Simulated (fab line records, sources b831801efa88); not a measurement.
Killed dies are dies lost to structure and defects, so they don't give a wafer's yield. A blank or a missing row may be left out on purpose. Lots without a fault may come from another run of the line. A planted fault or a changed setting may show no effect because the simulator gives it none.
fab line records | flow sky130
record lots=7 wafers=21 last_day=50
route steps=708 shown RES_PROTECT@211 POLY_GATE@213 PAD_OPEN@708
lots that met no fault: from a run of the same line without faults
start_h: hours from the record's first day to the start of the lot's first wafer shown | wait_h: hours since the lot's step before | " the same as in the row above | L1.1+2: a row that stands for several wafers | - no value, or no start given | * or withheld: withheld | < > ~ a bound
route shown NAME@n: a module of which the file shows steps, and the number in the route of the first | usual: mean/standard deviation of fault-free wafers | same: alike in all rows | chamber/n: place in a boat | sites: the reading at each site | _std_site: their standard deviation | _edge_site: outer sites' mean less inner sites' | radius_mm: how far each site lies from the wafer's centre | mask NAME#n: copy n | behind: the tool/chamber that last shaped the wafer | hold: why the lot was held/for how many hours/how that ended | device: the transistor (n, p or np) that didn't switch | end of line: the same wafers' tests at the end of the route | a step without rows: its recipe alone | killed: dies lost to structure and defects at the first sort, not the wafer's yield | map: a wafer's dies, x killed, . not, _ none there
set.NAME: the setting as run; set.NAME@STEP: as run at that earlier step | model.NAME: the simulator's own value behind a step, which no gauge read
lots at some steps of the route; a table a step, a row a wafer
services: from which hour (start_h, from the record's first day; less than 0 if before it) a tool's chamber was out of use, for how many hours, and why
## steps
# step SKY_RES_PROTECT_PEB_05
# recipe temp_c=withheld time_s=* resist=NOVOLAK
# step SKY_RES_PROTECT_DEVELOP_06
# recipe resist=NOVOLAK developer=TMAH develop_time_s=60 dev_temp_c=23
# step SKY_POLY_GATE_IMPLANT_02
# recipe species=P energy_kev=30 dose_cm2=7.7e+15 tilt_deg=0
# step SKY_RES_PROTECT_STRIP_07
# recipe chemistry=O2/N2 power_w=1400 pressure_mtorr=1500 platen_temp_c=withheld o2_flow_sccm=3000 n2_flow_sccm=300 overash_fraction=0.5
# usual drypump_motor_current_A=5.7/0.49 oes_product_au=0.517/0.0047 strip_time_to_endpoint_s=23.29/0.042
# same overash_fraction=0.5
# columns lot.wafer tool chamber start_h wait_h drypump_motor_current_A oes_product_au rf_hours_counter_h strip_time_to_endpoint_s
L994.3 plasma_asher-02 1 384.71 0.1 5.6 0.513 - 23.33
L994.5 " 0 " " 6.3 0.514 - 23.29
L994.6 " 1 " " 5.6 0.516 - 23.34
L100.1 plasma_asher-02 1 435.27 0.1 5.6 0.517 0 23.23
L100.2 " 0 " " 6.3 0.520 0 23.27
L100.6 " 1 " " 5.6 0.512 - 23.32
L101.3 plasma_asher-02 1 446.04 0.1 5.6 0.518 - 23.18
L101.5 " 0 " " 6.3 0.522 - 23.19
L101.6 " 1 " " 5.6 0.518 - 23.14
L102.2 plasma_asher-04 1 453.57 0.1 4.7 0.525 32 23.28
L102.4 " 1 " " 4.7 0.511 - 23.27
L102.5 " 1 " " 4.7 0.512 - 23.29
L106.2 plasma_asher-02 0 490.16 0.1 6.3 0.521 6 23.29
L106.4 " 1 " " 5.6 0.515 - 23.33
L106.6 " 1 " " 5.6 0.517 - 23.31
L108.1 plasma_asher-04 1 498.36 0.1 4.7 0.524 36 23.34
L108.4 " 1 " " 4.7 0.519 - 23.35
L108.5 " 1 " " 4.7 0.522 - 23.33
L111.2 plasma_asher-02 0 535.17 0.1 6.3 0.510 10 23.33
L111.4 " 0 " " 6.3 0.517 - 23.33
L111.5 " 1 " " 5.5 0.518 - 23.36
# step SKY_RES_PROTECT_TW_MEAS_08
# usual POLY_GATE_TW=4027/17
# columns lot.wafer tool chamber start_h wait_h POLY_GATE_TW
L994.3 film_metro-02 - 384.79 0.1 4061
L994.5 " - " " 4045
L994.6 " - " " 4065
L100.1 film_metro-04 - 435.37 0.1 4041
L100.2 " - " " 4027
L100.6 " - " " 4050
L101.3 film_metro-01 - 446.13 0.1 4036
L101.5 " - " " 4023
L101.6 " - " " 4036
L102.2 film_metro-01 - 453.68 0.1 4033
L102.4 " - " " 4054
L102.5 " - " " 4028
L106.2 film_metro-01 - 490.27 0.1 4007
L106.4 " - " " 3993
L106.6 " - " " 4028
L108.1 film_metro-04 - 498.46 0.1 4035
L108.4 " - " " 4026
L108.5 " - " " 4032
L111.2 film_metro-04 - 535.28 0.1 3988
L111.4 " - " " 4005
L111.5 " - " " 4006
# step SKY_RES_PROTECT_CLEAN_09
# recipe chemistry=SC1/SC2 mix=1:4:20 temp_c=70 time_s=150 dry=n2_spin
# step SKY_POLY_GATE_CVD_03
# recipe material=Si3N4 precursor=DCS/NH3 target_thk_nm=75 temp_c=770 time_s=1290 pressure_mtorr=250
# step SKY_POLY_GATE_THK_MEAS_04
# recipe reads=Si3N4_of_POLY_GATE_CVD_03
# usual POLY_GATE_CVD_03_THK=75.3/0.92
# columns lot.wafer tool chamber start_h wait_h POLY_GATE_CVD_03_THK[nm]
L994.3 film_metro-03 - 386.49 0.0 74.3
L994.5 " - " " 74.5
L994.6 " - " " 74.6
L100.1 film_metro-04 - 444.18 0.0 76.1
L100.2 " - " " 75.6
L100.6 " - " " 76.4
L101.3 film_metro-01 - 449.29 0.0 75.1
L101.5 " - " " 74.4
L101.6 " - " " 75.0
L102.2 film_metro-04 - 456.43 0.0 75.6
L102.4 " - " " 75.6
L102.5 " - " " 74.8
L106.2 film_metro-01 - 493.57 0.0 74.2
L106.4 " - " " 73.4
L106.6 " - " " 74.0
L108.1 film_metro-04 - 499.93 0.0 76.1
L108.4 " - " " 76.0
L108.5 " - " " 76.7
L111.2 film_metro-04 - 536.76 0.0 75.8
L111.4 " - " " 75.6
L111.5 " - " " 75.2
# step SKY_POLY_GATE_DEHYDRATE_05
# recipe temp_c=200 time_s=60
# step SKY_POLY_GATE_HMDS_06
# recipe prime_time_s=60 prime_temp_c=120
# step SKY_POLY_GATE_COAT_07
# recipe resist=BARC temp_c=withheld time_s=withheld spin_rpm=3000 resist_thk_nm=110
# step SKY_POLY_GATE_COAT_08
# recipe resist=KrF-thick spin_rpm=3000 resist_thk_nm=450
# step SKY_POLY_GATE_SOFTBAKE_09
# recipe temp_c=100 time_s=90 resist=KrF-thick
# usual heater_power_total_W=57.34/0.11 run_length_s=119.18/0.19
# columns lot.wafer tool chamber start_h wait_h heater_power_total_W run_length_s
L994.3 litho_track-04 0 401 - 57.30 119.27
L994.5 " 0 " " 57.26 119.22
L994.6 " 0 " " 57.18 119.15
L100.1 litho_track-01 0 458 - 62.04 100.43
L100.2 " 0 " " 61.75 100.45
L100.6 " 0 459 - 62.13 100.58
L101.3 litho_track-01 0 464 - 62.14 100.66
L101.5 " 0 " " 62.04 100.39
L101.6 " 0 " " 61.93 100.55
L102.2 litho_track-01 0 472 - 62.10 100.42
L102.4 " 0 " " 62.08 100.43
L102.5 " 0 " " 61.92 100.51
L106.2 litho_track-04 0 508 - 57.53 119.18
L106.4 " 0 509 - 57.51 119.11
L106.6 " 0 " " 57.41 119.07
L108.1 litho_track-03 0 515 - 57.31 118.94
L108.4 " 0 " " 57.31 118.89
L108.5 " 0 " " 57.52 118.98
L111.2 litho_track-01 0 550 - 57.15 119.25
L111.4 " 0 " " 57.44 119.17
L111.5 " 0 " " 57.19 119.48
# step SKY_POLY_GATE_EXPOSE_10
# recipe mask_id=P1M na=0.68 source_shape=conventional sigma_outer=0.6 target_cd_nm=150 dose_mj=28
# step SKY_PAD_OPEN_PROBE_99
# usual killed_at_M0_to_M3=43/7.1 killed_at_M4_up=3.1/1.7 killed_at_contacts=23/5.1 killed_at_front_end=14/4.4 killed_at_other=0.3/0.47 killed_dies=84/9.9 killed_open=45/6.6 killed_short=38/6.8
# same gross_dies=492 killed_at_back_side=0
# columns lot.wafer tool chamber start_h wait_h killed_at_M0_to_M3 killed_at_M4_up killed_at_contacts killed_at_front_end killed_at_other killed_dies killed_open killed_short
L994.3 prober-01 - 1108.37 0.2 42 2 22 10 0 76 38 38
L994.5 prober-01 - 1108.47 0.2 51 4 18 17 0 90 49 41
L994.6 prober-01 - 1108.52 0.2 45 4 25 19 0 93 50 43
L100.1 prober-02 - 1143.80 0.1 52 3 23 19 0 97 58 39
L100.2 prober-02 - 1143.85 0.1 46 3 31 9 0 89 52 37
L100.6 prober-02 - 1144.05 0.2 51 1 28 12 0 92 49 43
L101.3 prober-01 - 1149.77 0.2 38 2 20 15 0 75 49 26
L101.5 prober-01 - 1149.87 0.2 56 3 22 15 1 97 49 48
L101.6 prober-01 - 1149.92 0.2 33 4 26 6 1 70 34 36
L102.2 prober-02 - 1155.99 0.1 41 2 24 14 0 81 42 39
L102.4 prober-02 - 1156.09 0.2 53 5 10 7 0 75 37 38
L102.5 prober-02 - 1156.14 0.2 43 3 27 14 1 88 44 44
L106.2 prober-01 - 1178.23 0.1 43 1 24 7 0 75 43 32
L106.4 prober-01 - 1178.33 0.2 64 3 19 17 0 103 53 50
L106.6 prober-01 - 1178.43 0.2 44 2 29 19 1 95 39 56
L111.2 prober-01 - 1198.25 0.1 40 4 18 14 0 76 36 40
L111.4 prober-01 - 1198.35 0.2 48 5 43 16 0 112 60 52
L111.5 prober-01 - 1198.40 0.2 47 4 16 8 0 75 41 34
# killed by level:class
L994.3 CONTACT:geometric_particle:open=9 METAL1:geometric_particle:short=8 METAL2:geometric_particle:short=7 VIA2:geometric_particle:open=6 VIA1:geometric_particle:open=6 CONTACT:geometric_particle:short=5 VIA3:geometric_particle:open=4 FIELD_ISO:geometric_particle:open=3
L994.5 VIA1:geometric_particle:open=12 VIA3:geometric_particle:open=8 FIELD_ISO:geometric_particle:short=7 VIA1:geometric_particle:short=7 VIA2:geometric_particle:open=7 CONTACT:geometric_particle:short=6 FIELD_ISO:geometric_particle:open=6 LI_CONTACT:geometric_particle:open=6
L994.6 LI_CONTACT:geometric_particle:open=9 VIA1:geometric_particle:open=9 CONTACT:geometric_particle:open=7 METAL1:geometric_particle:short=7 VIA2:geometric_particle:open=7 POLY_GATE:geometric_particle:short=6 FIELD_ISO:geometric_particle:short=5 CONTACT:geometric_particle:short=5
L100.1 VIA1:geometric_particle:open=19 CONTACT:geometric_particle:open=10 METAL1:geometric_particle:short=8 POLY_GATE:geometric_particle:open=6 LI_CONTACT:geometric_particle:open=6 POLY_GATE:geometric_particle:short=5 METAL2:geometric_particle:short=5 FIELD_ISO:geometric_particle:open=4
L100.2 CONTACT:geometric_particle:open=16 VIA3:geometric_particle:open=9 LI_CONTACT:geometric_particle:open=7 VIA1:geometric_particle:open=7 VIA2:geometric_particle:open=7 CONTACT:geometric_particle:short=5 METAL3:geometric_particle:short=5 VIA3:geometric_particle:short=4
L100.6 VIA1:geometric_particle:open=14 CONTACT:geometric_particle:open=11 VIA3:geometric_particle:open=9 LOCAL_INTERCONNECT:geometric_particle:short=7 VIA2:geometric_particle:open=6 LI_CONTACT:geometric_particle:open=5 VIA1:geometric_particle:short=5 POLY_GATE:geometric_particle:short=4
L101.3 VIA1:geometric_particle:open=11 LI_CONTACT:geometric_particle:open=10 FIELD_ISO:geometric_particle:open=5 CONTACT:geometric_particle:open=5 METAL1:geometric_particle:short=4 METAL3:geometric_particle:short=4 VIA3:geometric_particle:open=4 POLY_GATE:geometric_particle:short=3
L101.5 VIA1:geometric_particle:open=11 METAL2:geometric_particle:short=11 CONTACT:geometric_particle:open=10 METAL3:geometric_particle:short=6 VIA2:geometric_particle:open=6 VIA1:geometric_particle:short=5 VIA3:geometric_particle:open=5 FIELD_ISO:geometric_particle:short=4
L101.6 CONTACT:geometric_particle:open=9 VIA1:geometric_particle:open=8 METAL2:geometric_particle:short=7 LI_CONTACT:geometric_particle:open=6 CONTACT:geometric_particle:short=4 METAL1:geometric_particle:short=4 METAL4:geometric_particle:short=4 LOCAL_INTERCONNECT:geometric_particle:short=3
L102.2 CONTACT:geometric_particle:open=10 VIA1:geometric_particle:open=10 VIA3:geometric_particle:open=7 METAL2:geometric_particle:short=6 METAL1:geometric_particle:short=6 CONTACT:geometric_particle:short=5 FIELD_ISO:geometric_particle:short=4 LOCAL_INTERCONNECT:geometric_particle:short=3
L102.4 VIA1:geometric_particle:open=17 VIA1:geometric_particle:short=9 METAL1:geometric_particle:short=8 METAL2:geometric_particle:short=7 LI_CONTACT:geometric_particle:open=3 CONTACT:geometric_particle:short=3 CONTACT:geometric_particle:open=3 VIA3:geometric_particle:open=3
L102.5 VIA1:geometric_particle:open=10 CONTACT:geometric_particle:open=8 METAL1:geometric_particle:short=8 LOCAL_INTERCONNECT:geometric_particle:short=7 VIA3:geometric_particle:open=6 CONTACT:geometric_particle:short=6 METAL2:geometric_particle:short=6 POLY_GATE:geometric_particle:open=5
L106.2 VIA3:geometric_particle:open=9 CONTACT:geometric_particle:open=9 LI_CONTACT:geometric_particle:open=6 VIA1:geometric_particle:open=6 METAL3:geometric_particle:short=6 CONTACT:geometric_particle:short=5 METAL2:geometric_particle:short=5 VIA2:geometric_particle:open=5
L106.4 VIA1:geometric_particle:open=18 VIA2:geometric_particle:open=9 LOCAL_INTERCONNECT:geometric_particle:short=7 METAL2:geometric_particle:short=7 VIA3:geometric_particle:open=6 CONTACT:geometric_particle:open=5 VIA1:geometric_particle:short=5 METAL3:geometric_particle:short=5
L106.6 LOCAL_INTERCONNECT:geometric_particle:short=12 FIELD_ISO:geometric_particle:short=8 CONTACT:geometric_particle:open=8 METAL2:geometric_particle:short=7 VIA3:geometric_particle:short=7 VIA3:geometric_particle:open=7 VIA1:geometric_particle:open=6 LI_CONTACT:geometric_particle:open=4
L111.2 METAL1:geometric_particle:short=11 VIA1:geometric_particle:open=8 METAL2:geometric_particle:short=7 VIA2:geometric_particle:open=6 FIELD_ISO:geometric_particle:short=4 LI_CONTACT:geometric_particle:open=4 CONTACT:geometric_particle:open=4 METAL4:geometric_particle:short=4
L111.4 CONTACT:geometric_particle:open=17 VIA1:geometric_particle:open=13 LI_CONTACT:geometric_particle:open=10 CONTACT:geometric_particle:short=10 METAL1:geometric_particle:short=8 VIA3:geometric_particle:open=7 FIELD_ISO:geometric_particle:short=5 POLY_GATE:geometric_particle:short=5
L111.5 VIA1:geometric_particle:open=10 VIA3:geometric_particle:open=8 METAL1:geometric_particle:short=6 LI_CONTACT:geometric_particle:open=5 VIA3:geometric_particle:short=5 METAL2:geometric_particle:short=5 CONTACT:geometric_particle:open=4 CONTACT:geometric_particle:short=4
## services
# columns tool chamber start_h hours kind
plasma_asher-04 - 365.37 24.4 repair
plasma_asher-04 - 419.74 0.4 repair
plasma_asher-02 - 421.25 9.0 pm
plasma_asher-02 0 421.25 9.0 vent_cycle
plasma_asher-02 1 421.25 9.0 vent_cycle
plasma_asher-02 0 430.25 - clean
plasma_asher-02 1 430.25 - clean
## key
first_sign step=SKY_POLY_GATE_SOFTBAKE_09 reading=run_length_s direction=down sigmas=98 usual=* struck=*
effect step=SKY_POLY_GATE_SOFTBAKE_09 reading=heater_power_total_W direction=up sigmas=41 usual=* struck=*
met_at SKY_POLY_GATE_SOFTBAKE_09
struck_wafers L100.1,L100.2,L100.6,L101.3,L101.5,L101.6,L102.2,L102.4,L102.5
tester_left_out L100,L101,L102
fault kind=process_parameter_drift tool=litho_track-01 chamber=- onset_h=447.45 steps=SKY_POLY_GATE_SOFTBAKE_09 channel=time_s offset=* shape=step end_h=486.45 acts_in=* stated=*
# tester_left_out: of these lots the tester's yield and bins aren't shown, on N5 and GAA mostly nor the transistor test; their killed dies are dies lost to structure and defects alone, not to doping, threshold or leakage, so they don't give the yield
